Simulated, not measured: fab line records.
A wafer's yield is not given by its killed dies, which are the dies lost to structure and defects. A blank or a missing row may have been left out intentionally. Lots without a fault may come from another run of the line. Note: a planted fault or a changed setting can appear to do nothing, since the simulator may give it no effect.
Chamber matching :: flow gf180mcu :: GF_STI_CMP_25 on cmp-02 has 4 sister chambers
The step polishes, stops on Si3N4, t overpolish 33 s, target thk 524.6 nm. 4 wafers are shown with their chamber, then 7 later ones without.

WAFERS PAIRED WITH THEIR CHAMBERS
wafer: L994.5
chamber: 0
motor current A (A): 12.1

wafer: L996.6
chamber: 3
motor current A (A): 11.4

wafer: L106.1
chamber: 1
motor current A (A): 12.1

wafer: L106.3
chamber: 2
motor current A (A): 13.8

WAFERS WHOSE CHAMBER IS MISSING
wafer: L106.4
motor current A (A): 11.1

wafer: L108.1
motor current A (A): 13.1

wafer: L108.2
motor current A (A): 11.7

wafer: L108.3
motor current A (A): 10.5

wafer: L110.1
motor current A (A): 11.7

wafer: L110.2
motor current A (A): 12.1

wafer: L110.5
motor current A (A): 12.0

WHICH CHAMBER EACH WENT THROUGH
wafer: L106.4
from the rows above: can't be placed: 3 or 0 or 1
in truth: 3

wafer: L108.1
from the rows above: can't be placed: 2 or 0 or 1
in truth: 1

wafer: L108.2
from the rows above: can't be placed: 3 or 0 or 1
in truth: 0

wafer: L108.3
from the rows above: can't be placed: 3 or 0 or 1
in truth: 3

wafer: L110.1
from the rows above: can't be placed: 3 or 0 or 1
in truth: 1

wafer: L110.2
from the rows above: can't be placed: 0 or 1 or 3
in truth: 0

wafer: L110.5
from the rows above: can't be placed: 0 or 1 or 3
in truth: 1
0 of 7 placed correctly. From these rows, 7 cannot be placed; in 7 the true chamber is one of the candidates. Wrongly placed: 0.
How it was worked out, from the rows above alone: a wafer's distance from a chamber is the root of the sum, over the readings, of the square of ((its reading less the chamber's mean) divided by the reading's scatter). The wafer belongs to the nearest chamber; if the next one is less than 2 further off, it can't be placed. For every chamber, the mean is computed from those of its wafers that are shown. The scatter: with one shown wafer a chamber, the root of the mean of the squares of how far each hidden wafer lies from its nearest shown one.
